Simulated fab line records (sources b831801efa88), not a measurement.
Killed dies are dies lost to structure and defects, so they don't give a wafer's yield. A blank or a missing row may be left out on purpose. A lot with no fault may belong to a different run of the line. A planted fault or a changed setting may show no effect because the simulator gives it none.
fab line records	flow sky130
record: lots: 7	wafers: 21	last-day: 49
route steps=708 shown LDD_P@259 LDD_HVN@267 PAD_OPEN@708
lots with no fault: from the same line, run without faults
start-h: the number of hours between the record's first day and the start of the first shown wafer of the lot	wait-h: time in hours since the lot's previous step	" same as the row above	L1.1+2: a single row standing in for several wafers	- no value, or no start was given	* or withheld: withheld	< > ~ a bound
route shown NAME@n: a module of which the file shows steps, and the number in the route of the first	usual: the fault-free wafers' mean and standard deviation	same: alike in all rows	chamber/n: place in a boat	sites: each site's reading	_std_site: their standard deviation	_edge_site: the outer-site mean with the inner-site mean subtracted	radius-mm: for every site, how far away it sits from the centre of the wafer	mask NAME#n: copy n	behind: the most recent tool/chamber to have shaped the wafer	hold: the reason the lot was held/the length of the hold in hours/how it ended	device: the transistor (n, p or np) that didn't switch	end of line: the route-end tests of the same wafers	for a step that has no rows: nothing shown but its recipe	killed: not the wafer's yield, but the dies lost to structure and defects at the first sort	map: the dies of a wafer, with x for killed, . for not killed, _ for no die there
set.NAME: the setting that was run; set.NAME@STEP: the one run at that earlier step	model.NAME: the simulator's own value behind a step, which no gauge read
lots at some steps of the route; a table a step, a row a wafer
services: a tool's chamber out of use, with start hour (start-h, from the record's first day; less than 0 if before it), hours out, and reason
== steps ==
step: SKY_LDD_P_EXPOSE_04
recipe: mask-id: PSDM	na: 0.6	source-shape: conventional	sigma-outer: 0.6	polarization: unpolarized	target-cd-nm: 380	dose-mj: 138
step: SKY_LDD_P_PEB_05
recipe: temp-c: withheld	time-s: *	resist: NOVOLAK
step: SKY_LDD_P_DEVELOP_06
recipe: resist: NOVOLAK	developer: TMAH	develop-time-s: 60	dev-temp-c: 23
step: SKY_LDD_P_CD_MEAS_07
recipe: target-cd-nm: 380
usual: cd-nm: 380.1/2.3
lot.wafer	tool	chamber	start-h	wait-h	cd-nm
L456.1	cd-sem-01	-	451.23	0.1	375.1
L456.3	"	-	"	"	377.8
L456.5	"	-	"	"	377.2
L458.1	cd-sem-02	-	460.65	0.1	377.5
L458.5	"	-	"	"	376.2
L458.6	"	-	"	"	376.5
L463.1	cd-sem-02	-	502.65	0.1	381.9
L463.4	"	-	"	"	381.9
L463.5	"	-	"	"	380.8
L464.1	cd-sem-02	-	505.92	0.1	380.7
L464.3	"	-	"	"	380.8
L464.6	"	-	"	"	377.2
L465.1	cd-sem-01	-	516.97	0.1	378.5
L465.2	"	-	"	"	380.0
L465.3	"	-	"	"	379.3
L468.1	cd-sem-01	-	544.78	0.1	381.8
L468.2	"	-	"	"	380.8
L468.3	"	-	"	"	380.8
L473.1	cd-sem-01	-	581.77	0.1	379.0
L473.4	"	-	"	"	377.0
L473.6	"	-	"	"	378.3
step: SKY_LDD_P_OVL_MEAS_08
usual: LDD_P_OVL: -0.1/1.3
lot.wafer	tool	chamber	start-h	wait-h	LDD_P_OVL[nm]
L456.1	overlay-02	-	451.35	0.1	1.8
L456.3	"	-	"	"	2.2
L456.5	"	-	"	"	0.6
L458.1	overlay-01	-	460.77	0.1	-0.6
L458.5	"	-	"	"	-1.7
L458.6	"	-	"	"	-1.8
L463.1	overlay-02	-	502.77	0.1	1.4
L463.4	"	-	"	"	-2.3
L463.5	"	-	"	"	-0.2
L464.1	overlay-02	-	506.04	0.1	2.9
L464.3	"	-	"	"	0.3
L464.6	"	-	"	"	0.5
L465.1	overlay-02	-	517.09	0.1	1.9
L465.2	"	-	"	"	1.1
L465.3	"	-	"	"	0.8
L468.1	overlay-02	-	544.90	0.1	1.3
L468.2	"	-	"	"	0.5
L468.3	"	-	"	"	0.5
L473.1	overlay-02	-	581.89	0.1	0.2
L473.4	"	-	"	"	2.0
L473.6	"	-	"	"	0.2
step: SKY_LDD_P_IMPLANT_09
recipe: species: BF2	energy-kev: 25	dose-cm2: 1e+13	tilt-deg: withheld
step: SKY_LDD_P_STRIP_10
recipe: chemistry: O2/N2	power-w: 1400	pressure-mtorr: 1500	platen-temp-c: withheld	o2-flow-sccm: 3000	n2-flow-sccm: 300	overash-fraction: 0.5
usual: drypump-motor-current-A: 5.7/0.55	n2-flow-sccm: 300.0/0.9	oes-product-au: 0.715/0.005	strip-time-to-endpoint-s: 14.191/0.029
lot.wafer	tool	chamber	start-h	wait-h	drypump-motor-current-A	n2-flow-sccm	oes-product-au	rf-hours-counter-h	strip-time-to-endpoint-s
L456.1	plasma-asher-01	0	451.54	0.1	6.0	299.6	0.713	61	14.203
L456.3	"	1	"	"	5.3	301.7	0.714	-	14.188
L456.5	"	1	"	"	5.2	301.4	0.711	-	14.177
L458.1	plasma-asher-03	1	460.95	0.1	5.9	298.9	0.712	1	14.202
L458.5	"	0	"	"	4.7	299.1	0.714	-	14.202
L458.6	"	1	"	"	5.9	298.7	0.713	-	14.201
L463.1	plasma-asher-01	1	502.95	0.1	5.3	300.7	0.722	66	14.196
L463.4	"	1	"	"	5.2	301.0	0.715	-	14.193
L463.5	"	1	"	"	5.3	300.4	0.720	-	14.153
L464.1	plasma-asher-01	1	506.23	0.1	5.3	299.7	0.721	66	14.159
L464.3	"	0	"	"	6.0	299.3	0.709	-	14.161
L464.6	"	0	"	"	6.0	300.5	0.708	-	14.167
L465.1	plasma-asher-04	0	517.28	0.1	6.0	297.7	0.714	38	14.163
L465.2	"	1	"	"	6.5	300.3	0.724	38	14.197
L465.3	"	0	"	"	6.0	298.5	0.714	-	14.174
L468.1	plasma-asher-03	0	545.08	0.1	4.7	299.8	0.716	10	14.251
L468.2	"	1	"	"	5.9	301.6	0.716	10	14.171
L468.3	"	0	"	"	4.7	300.0	0.719	-	14.233
L473.1	plasma-asher-03	1	582.08	0.1	5.9	299.0	0.715	13	14.197
L473.4	"	1	"	"	5.9	299.7	0.718	-	14.188
L473.6	"	1	"	"	5.8	300.5	0.715	-	14.192
step: SKY_LDD_P_TW_MEAS_11
usual: LDD_P_TW: 630/6.7
lot.wafer	tool	chamber	start-h	wait-h	LDD_P_TW
L456.1	film-metro-02	-	451.64	0.1	642
L456.3	"	-	"	"	643
L456.5	"	-	"	"	640
L458.1	film-metro-04	-	461.05	0.1	631
L458.5	"	-	"	"	631
L458.6	"	-	"	"	630
L463.1	film-metro-02	-	503.05	0.1	637
L463.4	"	-	"	"	637
L463.5	"	-	"	"	637
L464.1	film-metro-02	-	506.33	0.1	637
L464.3	"	-	"	"	634
L464.6	"	-	"	"	636
L465.1	film-metro-01	-	517.38	0.1	625
L465.2	"	-	"	"	627
L465.3	"	-	"	"	625
L468.1	film-metro-01	-	545.18	0.1	627
L468.2	"	-	"	"	624
L468.3	"	-	"	"	624
L473.1	film-metro-04	-	582.18	0.1	632
L473.4	"	-	"	"	633
L473.6	"	-	"	"	630
step: SKY_LDD_HVN_DEHYDRATE_00
recipe: temp-c: 200	time-s: 60
step: SKY_LDD_HVN_HMDS_01
recipe: prime-time-s: 60	prime-temp-c: 120
step: SKY_LDD_HVN_COAT_02
recipe: resist: NOVOLAK	spin-rpm: 3000	resist-thk-nm: 300
step: SKY_LDD_HVN_SOFTBAKE_03
recipe: temp-c: 90	time-s: 60	resist: NOVOLAK
step: SKY_LDD_HVN_EXPOSE_04
recipe: mask-id: HVNTM	na: 0.6	source-shape: conventional	sigma-outer: 0.6	polarization: unpolarized	target-cd-nm: 700	dose-mj: 127
usual: stage-vel-mm-s: 500.01/0.25
lot.wafer	tool	chamber	start-h	wait-h	mask	stage-vel-mm-s	model.LDD_HVN.overlay-x-nm
L456.1	iline-stepper-01	0	466.87	-	HVNTM#0	500.39	0.5532
L456.3	"	0	"	"	HVNTM#0	500.35	0.5532
L456.5	"	0	"	"	HVNTM#0	500.02	0.5532
L458.1	iline-stepper-01	0	475.82	-	HVNTM#0	500.11	-1.369
L458.5	"	0	"	"	HVNTM#0	499.90	-1.369
L458.6	"	0	"	"	HVNTM#0	499.67	-1.369
L463.1	iline-stepper-01	0	517.77	-	HVNTM#0	499.96	58.02
L463.4	"	0	"	"	HVNTM#0	499.92	58.02
L463.5	"	0	"	"	HVNTM#0	499.70	58.02
L464.1	iline-stepper-01	0	521.80	-	HVNTM#0	500.21	56.88
L464.3	"	0	"	"	HVNTM#0	499.81	56.88
L464.6	"	0	"	"	HVNTM#0	499.98	56.88
L465.1	iline-stepper-01	0	532.80	-	HVNTM#0	500.19	57.82
L465.2	"	0	"	"	HVNTM#0	500.18	57.82
L465.3	"	0	"	"	HVNTM#0	499.93	57.82
L468.1	iline-stepper-02	0	560.52	-	HVNTM#0	499.58	0.2367
L468.2	"	0	"	"	HVNTM#0	499.63	0.2367
L468.3	"	0	"	"	HVNTM#0	500.41	0.2367
L473.1	iline-stepper-02	0	597.00	-	HVNTM#0	500.02	-0.552
L473.4	"	0	"	"	HVNTM#0	499.92	-0.552
L473.6	"	0	"	"	HVNTM#0	499.85	-0.552
step: SKY_LDD_HVN_PEB_05
recipe: temp-c: withheld	time-s: *	resist: NOVOLAK
step: SKY_LDD_HVN_DEVELOP_06
recipe: resist: NOVOLAK	developer: TMAH	develop-time-s: 60	dev-temp-c: 23
step: SKY_LDD_HVN_OVL_MEAS_07
usual: LDD_HVN_OVL: 0.9/1.6
lot.wafer	tool	chamber	start-h	wait-h	LDD_HVN_OVL[nm]
L456.1	overlay-01	-	481.90	0.1	3.8
L456.3	"	-	"	"	1.0
L456.5	"	-	"	"	1.1
L458.1	overlay-02	-	491.45	0.1	1.2
L458.5	"	-	"	"	-1.2
L458.6	"	-	"	"	-0.2
L463.1	overlay-01	-	533.15	0.1	58.7
L463.4	"	-	"	"	59.7
L463.5	"	-	"	"	58.7
L464.1	overlay-02	-	536.25	0.1	56.8
L464.3	"	-	"	"	56.5
L464.6	"	-	"	"	56.6
L465.1	overlay-01	-	547.45	0.1	59.4
L465.2	"	-	"	"	57.8
L465.3	"	-	"	"	57.7
L468.1	overlay-01	-	574.35	0.1	2.7
L468.2	"	-	"	"	1.8
L468.3	"	-	"	"	1.9
L473.1	overlay-02	-	611.55	0.1	2.3
L473.4	"	-	"	"	1.7
L473.6	"	-	"	"	2.3
step: SKY_LDD_HVN_IMPLANT_08
recipe: species: P	energy-kev: 60	dose-cm2: 3e+13	tilt-deg: 40
step: SKY_PAD_OPEN_PROBE_99
usual: killed_at_M0_to_M3: 43/6.5	killed_at_M4_up: 3.3/2	killed-at-contacts: 24/5.2	killed-at-front-end: 16/4.2	killed-at-other: 0.3/0.6	killed-dies: 87/9.3	killed-on-rim: 18/4.2	killed-open: 47/7.8	killed-short: 39/6.2
same: gross-dies: 492	killed-at-back-side: 0
lot.wafer	tool	chamber	start-h	wait-h	killed_at_M0_to_M3	killed_at_M4_up	killed-at-contacts	killed-at-front-end	killed-at-other	killed-dies	killed-on-rim	killed-open	killed-short
L456.1	prober-01	-	1084.15	0.1	43	1	28	17	0	89	15	53	36
L456.3	prober-01	-	1084.25	0.2	38	4	27	12	0	81	20	42	39
L456.5	prober-01	-	1084.35	0.2	35	1	24	21	0	81	15	44	37
L458.1	prober-01	-	1088.34	0.1	54	2	22	23	2	103	18	60	43
L458.5	prober-01	-	1088.54	0.2	47	3	28	17	0	95	31	56	39
L458.6	prober-01	-	1088.59	0.2	39	8	23	12	0	82	16	47	35
L465.1	prober-02	-	1128.92	0.1	40	1	26	7	0	74	14	43	31
L465.2	prober-02	-	1128.97	0.1	39	5	25	13	0	82	14	41	41
L465.3	prober-02	-	1129.02	0.2	36	2	30	14	1	83	14	49	34
L468.1	prober-02	-	1147.13	0.1	41	2	32	24	1	100	16	67	31
L468.2	prober-02	-	1147.18	0.1	43	7	27	12	0	89	19	40	47
L468.3	prober-02	-	1147.23	0.2	37	1	23	13	1	75	9	45	30
killed by level:class
L456.1 CONTACT:geometric-particle:open=13 VIA1:geometric-particle:open=10 VIA2:geometric-particle:short=7 LI_CONTACT:geometric-particle:open=7 VIA2:geometric-particle:open=7 METAL2:geometric-particle:short=5 FIELD_ISO:geometric-particle:short=4 CONTACT:geometric-particle:short=4
L456.3 VIA1:geometric-particle:open=13 CONTACT:geometric-particle:open=10 CONTACT:geometric-particle:short=6 METAL1:geometric-particle:short=6 VIA2:geometric-particle:short=6 LI_CONTACT:geometric-particle:open=5 VIA3:geometric-particle:open=5 FIELD_ISO:geometric-particle:short=4
L456.5 LI_CONTACT:geometric-particle:open=8 VIA3:geometric-particle:open=8 CONTACT:geometric-particle:short=7 POLY_GATE:geometric-particle:open=6 FIELD_ISO:geometric-particle:open=5 VIA1:geometric-particle:open=5 METAL1:geometric-particle:short=5 VIA1:geometric-particle:short=5
L458.1 VIA1:geometric-particle:open=19 FIELD_ISO:geometric-particle:short=10 FIELD_ISO:geometric-particle:open=7 LI_CONTACT:geometric-particle:open=7 CONTACT:geometric-particle:open=7 VIA3:geometric-particle:open=7 METAL2:geometric-particle:short=6 METAL1:geometric-particle:short=5
L458.5 CONTACT:geometric-particle:open=13 VIA1:geometric-particle:open=13 VIA3:geometric-particle:open=7 FIELD_ISO:geometric-particle:short=6 LI_CONTACT:geometric-particle:open=6 METAL1:geometric-particle:short=6 VIA2:geometric-particle:open=5 METAL2:geometric-particle:short=4
L458.6 VIA3:geometric-particle:open=12 LI_CONTACT:geometric-particle:open=7 CONTACT:geometric-particle:open=7 METAL2:geometric-particle:short=7 VIA3:geometric-particle:short=5 LOCAL_INTERCONNECT:geometric-particle:short=5 METAL4:geometric-particle:short=5 POLY_GATE:geometric-particle:open=4
L465.1 VIA1:geometric-particle:open=11 LI_CONTACT:geometric-particle:open=8 VIA2:geometric-particle:open=7 CONTACT:geometric-particle:open=6 VIA3:geometric-particle:short=5 LOCAL_INTERCONNECT:geometric-particle:short=4 LI_CONTACT:geometric-particle:short=3 CONTACT:geometric-particle:short=3
L465.2 METAL2:geometric-particle:short=9 LI_CONTACT:geometric-particle:open=8 POLY_GATE:geometric-particle:open=6 LOCAL_INTERCONNECT:geometric-particle:short=5 CONTACT:geometric-particle:open=5 VIA1:geometric-particle:open=5 CONTACT:geometric-particle:short=4 VIA1:geometric-particle:short=4
L465.3 CONTACT:geometric-particle:open=10 VIA1:geometric-particle:open=9 LI_CONTACT:geometric-particle:open=6 LOCAL_INTERCONNECT:geometric-particle:short=6 CONTACT:geometric-particle:short=6 METAL1:geometric-particle:short=5 VIA2:geometric-particle:open=5 POLY_GATE:geometric-particle:open=4
L468.1 CONTACT:geometric-particle:open=19 VIA1:geometric-particle:open=16 METAL1:geometric-particle:short=8 LI_CONTACT:geometric-particle:open=7 FIELD_ISO:geometric-particle:open=6 POLY_GATE:geometric-particle:open=5 FIELD_ISO:geometric-particle:short=4 METAL2:geometric-particle:short=4
L468.2 CONTACT:geometric-particle:open=10 METAL1:geometric-particle:short=8 LI_CONTACT:geometric-particle:open=7 VIA1:geometric-particle:open=7 VIA1:geometric-particle:short=7 LI_CONTACT:geometric-particle:short=6 METAL4:geometric-particle:short=6 FIELD_ISO:geometric-particle:short=4
L468.3 CONTACT:geometric-particle:open=12 VIA1:geometric-particle:open=10 VIA2:geometric-particle:open=8 CONTACT:geometric-particle:short=6 METAL2:geometric-particle:short=6 FIELD_ISO:geometric-particle:open=5 LI_CONTACT:geometric-particle:open=3 METAL1:geometric-particle:short=3
== services ==
tool	chamber	start-h	hours	kind
plasma-asher-04	-	430.39	14.6	pm
iline-stepper-01	-	431.02	1.7	pm
plasma-asher-03	-	440.96	9.0	pm
plasma-asher-03	0	440.96	9.0	vent-cycle
plasma-asher-03	1	440.96	9.0	vent-cycle
iline-stepper-02	-	442.79	8.0	repair
iline-stepper-01	0	445.77	-	calibration
plasma-asher-03	0	449.96	-	clean
plasma-asher-03	1	449.96	-	clean
plasma-asher-04	-	460.72	1.4	repair
plasma-asher-03	-	485.48	3.0	repair
iline-stepper-01	-	491.38	1.5	repair
iline-stepper-01	-	505.69	5.8	repair
iline-stepper-02	-	511.54	1.7	pm
plasma-asher-01	-	528.85	9.4	repair
plasma-asher-04	-	547.36	5.3	repair
plasma-asher-01	-	593.20	0.7	repair
iline-stepper-02	0	593.23	-	calibration
== key ==
first-sign: step: SKY_LDD_HVN_OVL_MEAS_07	reading: LDD_HVN_OVL	direction: up	sigmas: 37	usual: 0.9	struck: 58.0
effect none on later readings
model-effect: step: SKY_LDD_HVN_EXPOSE_04	value: LDD_HVN.overlay-x-nm	without: -0.03319	struck: 57.57
met-at SKY_LDD_HVN_EXPOSE_04
struck-wafers L463.1,L463.4,L463.5,L464.1,L464.3,L464.6,L465.1,L465.2,L465.3
tester-left-out L463,L464,L465
onset-between 475.82 517.77
fault: kind: scanner-matching-overlay	tool: iline-stepper-01	chamber: -	onset-h: 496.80	steps: SKY_LDD_HVN_EXPOSE_04	offset: 57.608
tester-left-out: of these lots the tester's yield and bins aren't shown, on N5 and GAA mostly nor the transistor test; their killed dies are dies lost to structure and defects alone, not to doping, threshold or leakage, so they don't give the yield
